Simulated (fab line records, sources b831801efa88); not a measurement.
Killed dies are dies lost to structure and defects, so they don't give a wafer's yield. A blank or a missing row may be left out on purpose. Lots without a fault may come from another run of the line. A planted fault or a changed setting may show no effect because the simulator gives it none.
Problem report in the 8D (eight disciplines) form, filled by code | flow gf180mcu | the parts of the form that need people (team, actions taken, sign-off) are left out

1. THE PROBLEM
chamber_pressure_pa at GF_MIM_SPUTTER_07 reads a mean of 0.3097 Pa on 6 wafers of 2 lots; wafers without a fault read 0.4001 Pa with a standard deviation of 0.00076. That is -99 or more standard deviations from the usual mean.
The step: material TiN, target thk 60 nm, time 50 s.
First seen on wafer L733.1, day 28 01:27, on pvd_sputter-04. The record holds 39 wafers of 13 lots with a number at this step. Rule for "out", or "out of limits": more than 4 standard deviations from the usual mean. The other wafers with a number count as sound.

2. WHAT IT IS AND WHAT IT IS NOT
question                    | is                                      | is not
which readings at this step | chamber_pressure_pa, throttle_valve_pct | -
which lots                  | L733, L734                              | L722, L723, L724, L725, L730, L735, L738, L740, L743, L744, L745
which wafers of those lots  | all that have a number                  | -
read on which tools         | pvd_sputter-04                          | pvd_sputter-02, pvd_sputter-03
when                        | from day 28 01:27                       | up to then (15 sound wafers); but 18 sound wafers of L735, L738, L740, L743, L744, L745 came after

3. SUSPECTS, AND WHAT RULES EACH OUT
Counting: a tool at a process step up to the reading stays a suspect if it ran every lot that is out and no sound lot after the first of them.
- pvd_sputter-03 at GF_MIM_SPUTTER_00 (material Ti, target thk 37.5 nm, time 150 s): ruled out as a lasting fault. Sound lots L745 ran on it after its first lot that is out, L733 (day 28 01:08).
- pvd_sputter-04 at GF_MIM_SPUTTER_07 (material TiN, target thk 60 nm, time 50 s): ruled out as a lasting fault. Sound lots L745 ran on it after its first lot that is out, L733 (day 28 01:27).
Left after counting: nothing in the record.

4. THE CAUSE (what the simulator had put in)
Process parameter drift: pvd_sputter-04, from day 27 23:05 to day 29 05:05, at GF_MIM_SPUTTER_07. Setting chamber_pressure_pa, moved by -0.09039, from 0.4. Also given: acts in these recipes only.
Counting ruled it out, wrongly.

5. THE CHAIN OF EFFECTS, in route order
Each row: a reading whose mean over the struck wafers that have a number lies more than 3 standard deviations from the usual. Only readings for which the record gives a usual standard deviation are gone through. hours: the time from each lot's start at the first step in this table that gives one to its start at this step, as a median over the lots. sigmas: the change in usual standard deviations.
hours | step              | reading             | usual     | on struck wafers | change  | sigmas
0     | GF_MIM_SPUTTER_07 | chamber_pressure_pa | 0.4001 Pa | 0.3097           | -0.0904 | -99 or more
0     | GF_MIM_SPUTTER_07 | throttle_valve_pct  | 29.7 %    | 34.0             | +4.3    | +5.1
The process steps in it:
- GF_MIM_SPUTTER_07: material TiN, target thk 60 nm, time 50 s.

6. WHAT WOULD HAVE CAUGHT IT SOONER
In this record the first reading out of limits was taken at day 28 01:27, 2 hours after the fault began at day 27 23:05.
